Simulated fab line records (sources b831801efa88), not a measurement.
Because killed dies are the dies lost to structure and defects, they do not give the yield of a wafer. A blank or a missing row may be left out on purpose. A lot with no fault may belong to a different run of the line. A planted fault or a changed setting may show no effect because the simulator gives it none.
What tool caused it? / flow gf180mcu / 13 lots with 39 wafers sampled at 4 steps, on a route of 602 steps

## WHAT EACH GAUGE READ, for each wafer
GF_V1_THK_MEAS_03.
lot=L680; measured=day 18 07:52; on=filmMetro-01; V1_CVD_02_THK (nm)=843 831 853
lot=L681; measured=day 18 19:18; on=filmMetro-02; V1_CVD_02_THK (nm)=849 860 886
lot=L682; measured=day 19 05:07; on=filmMetro-02; V1_CVD_02_THK (nm)=843 846 867
lot=L683; measured=day 19 07:41; on=filmMetro-03; V1_CVD_02_THK (nm)=858 876 880
lot=L685; measured=day 20 07:40; on=filmMetro-02; V1_CVD_02_THK (nm)=841 837 848
lot=L686; measured=day 20 13:01; on=filmMetro-03; V1_CVD_02_THK (nm)=841 854 845
lot=L687; measured=day 20 19:41; on=filmMetro-01; V1_CVD_02_THK (nm)=843 849 859
lot=L688; measured=day 21 04:41; on=filmMetro-03; V1_CVD_02_THK (nm)=834 843 842
lot=L694; measured=day 23 13:37; on=filmMetro-02; V1_CVD_02_THK (nm)=850 834 861
lot=L696; measured=day 24 01:55; on=filmMetro-01; V1_CVD_02_THK (nm)=853 853 854
lot=L697; measured=day 24 07:44; on=filmMetro-03; V1_CVD_02_THK (nm)=826 846 855
lot=L699; measured=day 25 01:43; on=filmMetro-03; V1_CVD_02_THK (nm)=861 851 849
lot=L700; measured=day 25 04:28; on=filmMetro-03; V1_CVD_02_THK (nm)=844 859 852

## WHICH TOOL RAN EACH LOT (tool, then ch and the chambers of the sampled wafers, then the start)
lot=L680; GF_VT_IMPLANT_SOFTBAKE_03=lithoTrack-02 ch 0, day 6 03:12; GF_VT_IMPLANT_STRIP_09=plasmaAsher-03 ch 0,1, day 6 10:56; GF_M1_SPUTTER_01=pvdSputter-01, day 17 07:04
lot=L681; GF_VT_IMPLANT_SOFTBAKE_03=lithoTrack-02 ch 0, day 6 09:21; GF_VT_IMPLANT_STRIP_09=plasmaAsher-03 ch 0,1, day 6 17:11; GF_M1_SPUTTER_01=pvdSputter-04, day 17 17:54
lot=L682; GF_VT_IMPLANT_SOFTBAKE_03=lithoTrack-02 ch 0, day 6 13:50; GF_VT_IMPLANT_STRIP_09=plasmaAsher-03 ch 0,1, day 6 22:08; GF_M1_SPUTTER_01=pvdSputter-01, day 18 03:28
lot=L683; GF_VT_IMPLANT_SOFTBAKE_03=lithoTrack-04 ch 0, day 6 19:37; GF_VT_IMPLANT_STRIP_09=plasmaAsher-03 ch 0,1, day 7 03:26; GF_M1_SPUTTER_01=pvdSputter-02, day 18 06:43
lot=L685; GF_VT_IMPLANT_SOFTBAKE_03=lithoTrack-01 ch 0, day 7 09:55; GF_VT_IMPLANT_STRIP_09=plasmaAsher-03 ch 0,1, day 7 17:39; GF_M1_SPUTTER_01=pvdSputter-02, day 19 05:49
lot=L686; GF_VT_IMPLANT_SOFTBAKE_03=lithoTrack-01 ch 0, day 7 13:49; GF_VT_IMPLANT_STRIP_09=plasmaAsher-03 ch 0,1, day 7 21:35; GF_M1_SPUTTER_01=pvdSputter-04, day 19 11:19
lot=L687; GF_VT_IMPLANT_SOFTBAKE_03=lithoTrack-02 ch 0, day 7 19:23; GF_VT_IMPLANT_STRIP_09=plasmaAsher-04 ch 0,1, day 8 03:50; GF_M1_SPUTTER_01=pvdSputter-01, day 19 18:51
lot=L688; GF_VT_IMPLANT_SOFTBAKE_03=lithoTrack-01 ch 0, day 8 00:46; GF_VT_IMPLANT_STRIP_09=plasmaAsher-01 ch 0,1, day 8 09:11; GF_M1_SPUTTER_01=pvdSputter-01, day 20 03:13
lot=L694; GF_VT_IMPLANT_SOFTBAKE_03=lithoTrack-04 ch 0, day 9 16:17; GF_VT_IMPLANT_STRIP_09=plasmaAsher-04 ch 0,1, day 10 00:57; GF_M1_SPUTTER_01=pvdSputter-01, day 22 13:52
lot=L696; GF_VT_IMPLANT_SOFTBAKE_03=lithoTrack-01 ch 0, day 10 02:53; GF_VT_IMPLANT_STRIP_09=plasmaAsher-01 ch 0,1, day 10 12:46; GF_M1_SPUTTER_01=pvdSputter-04, day 23 02:10
lot=L697; GF_VT_IMPLANT_SOFTBAKE_03=lithoTrack-04 ch 0, day 10 06:19; GF_VT_IMPLANT_STRIP_09=plasmaAsher-03 ch 0,1, day 10 15:27; GF_M1_SPUTTER_01=pvdSputter-02, day 23 08:25
lot=L699; GF_VT_IMPLANT_SOFTBAKE_03=lithoTrack-04 ch 0, day 10 19:56; GF_VT_IMPLANT_STRIP_09=plasmaAsher-04 ch 0,1, day 11 05:26; GF_M1_SPUTTER_01=pvdSputter-01, day 24 02:20
lot=L700; GF_VT_IMPLANT_SOFTBAKE_03=lithoTrack-01 ch 0, day 11 02:40; GF_VT_IMPLANT_STRIP_09=plasmaAsher-04 ch 0,1, day 11 12:14; GF_M1_SPUTTER_01=pvdSputter-01, day 24 05:57
- GF_VT_IMPLANT_SOFTBAKE_03: time 60 s.
- GF_VT_IMPLANT_STRIP_09: strips in O2/N2.
- GF_M1_SPUTTER_01: material TiN, target thk 30 nm, time 25 s.

## WHAT THE TOOLS THEMSELVES READ (means of the sampled wafers that have a number; where no wafer has one, the mark that the record gives instead)
GF_VT_IMPLANT_SOFTBAKE_03.
lot=L680; tool=lithoTrack-02; heaterPowerTotalW (W)=56.62
lot=L681; tool=lithoTrack-02; heaterPowerTotalW (W)=56.58
lot=L682; tool=lithoTrack-02; heaterPowerTotalW (W)=56.59
lot=L683; tool=lithoTrack-04; heaterPowerTotalW (W)=56.60
lot=L685; tool=lithoTrack-01; heaterPowerTotalW (W)=56.59
lot=L686; tool=lithoTrack-01; heaterPowerTotalW (W)=56.59
lot=L687; tool=lithoTrack-02; heaterPowerTotalW (W)=56.54
lot=L688; tool=lithoTrack-01; heaterPowerTotalW (W)=56.62
lot=L694; tool=lithoTrack-04; heaterPowerTotalW (W)=56.57
lot=L696; tool=lithoTrack-01; heaterPowerTotalW (W)=56.55
lot=L697; tool=lithoTrack-04; heaterPowerTotalW (W)=69.80
lot=L699; tool=lithoTrack-04; heaterPowerTotalW (W)=69.76
lot=L700; tool=lithoTrack-01; heaterPowerTotalW (W)=56.56

GF_VT_IMPLANT_STRIP_09.
lot=L680; tool=plasmaAsher-03; drypumpMotorCurrentA (A)=5.3; heaterPowerW (W)=333; oesProductAu (a.u.)=0.713; stripTimeToEndpointS (s)=12.59
lot=L681; tool=plasmaAsher-03; drypumpMotorCurrentA (A)=5.3; heaterPowerW (W)=338; oesProductAu (a.u.)=0.711; stripTimeToEndpointS (s)=12.64
lot=L682; tool=plasmaAsher-03; drypumpMotorCurrentA (A)=5.8; heaterPowerW (W)=373; oesProductAu (a.u.)=0.714; stripTimeToEndpointS (s)=12.62
lot=L683; tool=plasmaAsher-03; drypumpMotorCurrentA (A)=5.8; heaterPowerW (W)=373; oesProductAu (a.u.)=0.714; stripTimeToEndpointS (s)=12.65
lot=L685; tool=plasmaAsher-03; drypumpMotorCurrentA (A)=5.3; heaterPowerW (W)=341; oesProductAu (a.u.)=0.718; stripTimeToEndpointS (s)=12.65
lot=L686; tool=plasmaAsher-03; drypumpMotorCurrentA (A)=5.8; heaterPowerW (W)=375; oesProductAu (a.u.)=0.712; stripTimeToEndpointS (s)=12.55
lot=L687; tool=plasmaAsher-04; drypumpMotorCurrentA (A)=6.3; heaterPowerW (W)=354; oesProductAu (a.u.)=0.711; stripTimeToEndpointS (s)=12.61
lot=L688; tool=plasmaAsher-01; drypumpMotorCurrentA (A)=5.7; heaterPowerW (W)=361; oesProductAu (a.u.)=0.713; stripTimeToEndpointS (s)=12.64
lot=L694; tool=plasmaAsher-04; drypumpMotorCurrentA (A)=6.5; heaterPowerW (W)=387; oesProductAu (a.u.)=0.714; stripTimeToEndpointS (s)=12.67
lot=L696; tool=plasmaAsher-01; drypumpMotorCurrentA (A)=5.8; heaterPowerW (W)=356; oesProductAu (a.u.)=0.715; stripTimeToEndpointS (s)=12.63
lot=L697; tool=plasmaAsher-03; drypumpMotorCurrentA (A)=5.3; heaterPowerW (W)=336; oesProductAu (a.u.)=0.719; stripTimeToEndpointS (s)=12.78
lot=L699; tool=plasmaAsher-04; drypumpMotorCurrentA (A)=6.3; heaterPowerW (W)=356; oesProductAu (a.u.)=0.720; stripTimeToEndpointS (s)=12.80
lot=L700; tool=plasmaAsher-04; drypumpMotorCurrentA (A)=6.5; heaterPowerW (W)=393; oesProductAu (a.u.)=0.715; stripTimeToEndpointS (s)=12.64

GF_M1_SPUTTER_01.
lot=L680; tool=pvdSputter-01; cathodeDcPowerW (W)=6500.2; throttleValvePct (%)=29.9
lot=L681; tool=pvdSputter-04; cathodeDcPowerW (W)=6498.8; throttleValvePct (%)=29.3
lot=L682; tool=pvdSputter-01; cathodeDcPowerW (W)=6500.5; throttleValvePct (%)=29.9
lot=L683; tool=pvdSputter-02; cathodeDcPowerW (W)=6499.9; throttleValvePct (%)=30.0
lot=L685; tool=pvdSputter-02; cathodeDcPowerW (W)=6499.7; throttleValvePct (%)=30.3
lot=L686; tool=pvdSputter-04; cathodeDcPowerW (W)=6499.1; throttleValvePct (%)=29.7
lot=L687; tool=pvdSputter-01; cathodeDcPowerW (W)=6499.4; throttleValvePct (%)=30.5
lot=L688; tool=pvdSputter-01; cathodeDcPowerW (W)=6498.7; throttleValvePct (%)=30.8
lot=L694; tool=pvdSputter-01; cathodeDcPowerW (W)=6499.5; throttleValvePct (%)=29.4
lot=L696; tool=pvdSputter-04; cathodeDcPowerW (W)=6500.1; throttleValvePct (%)=30.5
lot=L697; tool=pvdSputter-02; cathodeDcPowerW (W)=6500.1; throttleValvePct (%)=30.6
lot=L699; tool=pvdSputter-01; cathodeDcPowerW (W)=6500.2; throttleValvePct (%)=30.0
lot=L700; tool=pvdSputter-01; cathodeDcPowerW (W)=6499.7; throttleValvePct (%)=30.5

## THE ANSWER, worked out from the rows above alone
Rule: usual is defined by the lots themselves. The widest of any qualifying gaps counts: lots, ordered by their means at a reading, are off when they make up no more than a third of the lots, leave a main group of 4 or more, and stand apart from it by 3 or more times the standard deviation of that group's means. A main group is skipped when, at the precision printed for the reading in the tables above, its means are all equal. Also off: a lot with no number at a reading for which 4 or more lots have one. Any other lot the step has rows for is counted as sound. First the gauges in route order, then the tools' own readings, where a lot's mean is used as printed above. The first step at which some lot is off is used, and at that step the reading that is off furthest; a lot without a number counts as furthest.
Off: L697, L699, at GF_VT_IMPLANT_SOFTBAKE_03 (heaterPowerTotalW). Main group: mean 56.58 W, sd 0.025.
A tool fits if, at that step or a process step before it, it ran every lot that is off, and no sound lot after the first of them. One candidate fits, namely lithoTrack-04 at GF_VT_IMPLANT_SOFTBAKE_03. A fault onset in the window from L694 (day 9 16:17, its last sound lot) to L697 (day 10 06:19, its first lot off) fits.
On the lots that are off, the tool's own readings at GF_VT_IMPLANT_SOFTBAKE_03 differ by more than 5 times the standard deviation of the sound lots' means, which bears it out; heaterPowerTotalW reads 69.78 W there versus 56.58 W on the sound lots.

## WHAT THE SIMULATOR PUT IN
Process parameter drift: lithoTrack-04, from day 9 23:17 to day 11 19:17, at GF_VT_IMPLANT_SOFTBAKE_03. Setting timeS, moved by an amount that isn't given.
Struck lots among those shown: L697, L699. Same finding as the rule above.
